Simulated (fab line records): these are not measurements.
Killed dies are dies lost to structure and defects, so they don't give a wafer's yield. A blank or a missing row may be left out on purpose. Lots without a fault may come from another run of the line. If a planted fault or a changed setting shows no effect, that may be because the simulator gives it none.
Which tool did it?	flow gf180mcu	Sampling: 6 lots, 18 wafers, 3 of 602 route steps

WHAT THE GAUGES SHOWED, per wafer
GF_VT_IMPLANT_TW_MEAS_43.
lot	measured	on	VT_IMPLANT_4_TW
L543	day 7 17:33	film-metro-02	697 691 692
L545	day 8 16:25	film-metro-01	692 689 687
L549	day 9 14:28	film-metro-01	702 700 695
L551	day 9 22:08	film-metro-01	699 697 696
L557	day 11 22:47	film-metro-01	702 702 702
L563	day 13 07:41	film-metro-01	680 682 678

EACH LOT AND THE TOOL THAT RAN IT (in order: tool; ch and the chambers of the sampled wafers; start)
lot	GF_VT_IMPLANT_STRIP_31	GF_VT_IMPLANT_IMPLANT_41
L543	plasma-asher-03 ch 0,1, day 7 01:39	implanter-01 ch 0, day 7 17:20
L545	plasma-asher-03 ch 0,1, day 8 00:12	implanter-02 ch 0, day 8 16:11
L549	plasma-asher-03 ch 0,1, day 8 21:17	implanter-02 ch 0, day 9 14:14
L551	plasma-asher-02 ch 0,1, day 9 05:15	implanter-01 ch 0, day 9 21:54
L557	plasma-asher-03 ch 0,1, day 11 03:43	implanter-01 ch 0, day 11 22:33
L563	plasma-asher-04 ch 0,1, day 12 12:03	implanter-02 ch 0, day 13 07:26
- GF_VT_IMPLANT_STRIP_31: strips in O2/N2.
- GF_VT_IMPLANT_IMPLANT_41

THE ANSWER, worked out from the rows above alone
Rule: usual is defined by the lots themselves. The widest of any qualifying gaps counts: lots, ordered by their means at a reading, are off when they make up no more than a third of the lots, leave a main group of 4 or more, and stand apart from it by 3 or more times the standard deviation of that group's means. Not used: any main group whose means are identical at the precision the tables above print for the reading. A lot without any number at a reading at which 4 lots or more have one is off too. Any other lot the step has rows for is counted as sound.
None of the lots is off at any reading shown; this tells nothing.

WHAT HAD BEEN PUT IN BY THE SIMULATOR
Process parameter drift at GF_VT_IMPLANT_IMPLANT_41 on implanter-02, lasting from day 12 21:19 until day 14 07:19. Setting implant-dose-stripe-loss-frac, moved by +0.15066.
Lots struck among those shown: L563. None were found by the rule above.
